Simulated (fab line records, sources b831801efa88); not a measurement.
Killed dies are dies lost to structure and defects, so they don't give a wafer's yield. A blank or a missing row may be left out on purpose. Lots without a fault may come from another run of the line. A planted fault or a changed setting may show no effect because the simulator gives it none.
A struck lot beside a sound one | flow gf180mcu | 43 steps out of a route of 602
Sound: wafers L762.1, L762.2, L762.6. Struck: wafers L777.1, L777.2, L777.5. The cause comes at the end.
At each step with rows: each side's tool, then ch and its chambers, then its first start. Under that, the readings that differ: sound wafers | struck wafers | difference of the means | sigmas: that difference in standard deviations of wafers without a fault.
alike: readings whose means differ by less than 2 such deviations, and words and numbers that are the same on both sides. not compared: withheld readings, readings that some wafer has no value for, bounds like >300 that may hide the same value, and numbers for which the record gives no deviation and whose values overlap.
The two part at a step that has a row with sigmas, a row that says differs or no value, or rows on one side only. Numbers that don't overlap but have no deviation are shown without sigmas and don't part them. A reading that every wafer of one side lacks parts them only if that side has two wafers or more.

GF_VT_IMPLANT_RS_MEAS_49: measures by four-point-probe.
  sound on film_metro-01, day 7 14:39; struck on film_metro-03, day 11 14:36
  alike: MVPSD_RS
then, 4 steps without rows for these wafers: GF_VT_IMPLANT_WET_ETCH_50 (etches SiO2 in dHF, target depth 20 nm, time 400 s); GF_DUAL_GATE_CLEAN_00 (cleans in SC1/SC2, time 150 s); GF_DUAL_GATE_CLEAN_01 (cleans in dHF, time 20 s); GF_DUAL_GATE_OXIDATION_02 (stabilise 600 s, purge 300 s, target thk 10.887 nm).
GF_DUAL_GATE_THK_MEAS_03:
  sound on film_metro-04, day 7 16:24; struck on film_metro-02, day 11 22:58
  alike: DUAL_GATE_OXIDATION_00_THK
then, 6 steps without rows for these wafers: GF_DUAL_GATE_DEHYDRATE_04 (time 60 s); GF_DUAL_GATE_HMDS_05 (prime time 60 s); GF_DUAL_GATE_COAT_06 (resist thk 1000 nm); GF_DUAL_GATE_SOFTBAKE_07 (time 60 s); GF_DUAL_GATE_EXPOSE_08 (exposes mask Dualgate, target cd 700 nm); GF_DUAL_GATE_PEB_09.
GF_DUAL_GATE_DEVELOP_10: develop time 60 s.
  sound on litho_track-02 ch 0, day 8 07:46; struck on litho_track-04 ch 0, day 12 16:26
GF_DUAL_GATE_OVL_MEAS_11:
  sound on overlay-02, day 8 07:55; struck on overlay-01, day 12 16:35
  alike: DUAL_GATE_OVL
then, 1 step without rows for these wafers: GF_DUAL_GATE_WET_ETCH_12 (etches SiO2 in dHF, target depth 13 nm, time 260 s).
GF_DUAL_GATE_STRIP_13: strips in O2/N2.
  sound on plasma_asher-01 ch 0,1, day 8 08:02; struck on plasma_asher-01 ch 0,1, day 12 16:43
  alike: chamber_pressure_mTorr, drypump_motor_current_A, heater_power_w, oes_product_au, strip_time_to_endpoint_s
  not compared: rf_hours_counter_h
then, 3 steps without rows for these wafers: GF_DUAL_GATE_CLEAN_14 (cleans in SC1/SC2, time 150 s); GF_DUAL_GATE_OXIDATION_15 (stabilise 600 s, purge 300 s, target thk 7.098 nm); GF_POLY_GATE_CVD_00 (deposits poly-Si, target thk 200 nm, time 1200 s).
GF_POLY_GATE_THK_MEAS_01:
  sound on film_metro-02, day 8 16:07; struck on film_metro-02, day 13 03:46
  alike: POLY_GATE_CVD_00_THK
then, 8 steps without rows for these wafers: GF_POLY_GATE_DEHYDRATE_02 (time 60 s); GF_POLY_GATE_HMDS_03 (prime time 60 s); GF_POLY_GATE_COAT_04; GF_POLY_GATE_COAT_05 (resist thk 700 nm); GF_POLY_GATE_SOFTBAKE_06 (time 60 s); GF_POLY_GATE_EXPOSE_07 (exposes mask Poly2, target cd 280 nm); GF_POLY_GATE_PEB_08 (peb time 90 s); GF_POLY_GATE_DEVELOP_09 (develop time 60 s).
GF_POLY_GATE_CD_MEAS_10: target cd 280 nm.
  sound on cd_sem-02, day 9 08:20; struck on cd_sem-01, day 13 22:50
  alike: cd_nm
GF_POLY_GATE_OVL_MEAS_11:
  sound on overlay-01, day 9 08:27; struck on overlay-01, day 13 22:57
  reading            | sound      | struck | difference | sigmas
  POLY_GATE_OVL (nm) | -4 -11 -12 | -1 1 7 | +11        | +2
GF_POLY_GATE_ETCH_12: etches BARC in N2/H2.
  sound on rie_diel-04 ch 0,3, day 9 08:29; struck on rie_diel-01 ch 1,2,3, day 13 22:59
  alike: chamber_pressure_mTorr, drypump_motor_current_A, oes_product_au, throttle_valve_pct
GF_POLY_GATE_ETCH_13: etches poly-Si in HBr/Cl2, stops on SiO2, target depth 198.5 nm, time 69.6 s.
  sound on rie_si-02 ch 1,2,3, day 9 08:32; struck on rie_si-01 ch 0,1, day 13 23:02
  alike: HBr_flow_sccm, chamber_pressure_mTorr, drypump_motor_current_A, oes_product_au, throttle_valve_pct
  not compared: rf_hours_counter_h
GF_POLY_GATE_STRIP_14: strips in O2/N2.
  sound on plasma_asher-03 ch 0,1, day 9 08:36; struck on plasma_asher-03 ch 0,1, day 13 23:06
  alike: chamber_pressure_mTorr, drypump_motor_current_A, heater_power_w, oes_product_au
  not compared: rf_hours_counter_h
then, 2 steps without rows for these wafers: GF_POLY_GATE_CLEAN_15 (cleans in SC1/SC2, time 150 s); GF_POLY_GATE_OXIDATION_16 (stabilise 600 s, purge 300 s, target thk 4 nm).
GF_POLY_GATE_THK_MEAS_17:
  sound on film_metro-03, day 9 15:25; struck on film_metro-03, day 14 01:02
  reading                      | sound          | struck         | difference | sigmas
  POLY_GATE_OXIDATION_THK (nm) | 4.03 3.94 3.89 | 4.22 4.22 4.27 | +0.28      | +3
GF_POLY_GATE_CD_MEAS_18:
  sound on cd_sem-02, day 9 15:28; struck on cd_sem-01, day 14 01:06
  alike: cd_nm
then, 5 steps without rows for these wafers: GF_HV_LDD_DEHYDRATE_00 (time 60 s); GF_HV_LDD_HMDS_01 (prime time 60 s); GF_HV_LDD_COAT_02 (resist thk 1000 nm); GF_HV_LDD_SOFTBAKE_03 (time 60 s); GF_HV_LDD_EXPOSE_04 (exposes mask Nplus LV AREA, target cd 400 nm).
-- the record jumps here: 19 days lie between the struck wafers' starts before and after (it left off in module HV_LDD and takes up again in module PASSIVATION, whose first step shown is number 602 of the route) --
GF_PASSIVATION_PROBE_99:
  the record has rows for the struck wafers here (prober-02, day 33 10:49) and none for the sound ones

WHERE THEY PART
First at GF_POLY_GATE_OVL_MEAS_11; last, within this record, at GF_PASSIVATION_PROBE_99.

WHY: what the simulator had put in
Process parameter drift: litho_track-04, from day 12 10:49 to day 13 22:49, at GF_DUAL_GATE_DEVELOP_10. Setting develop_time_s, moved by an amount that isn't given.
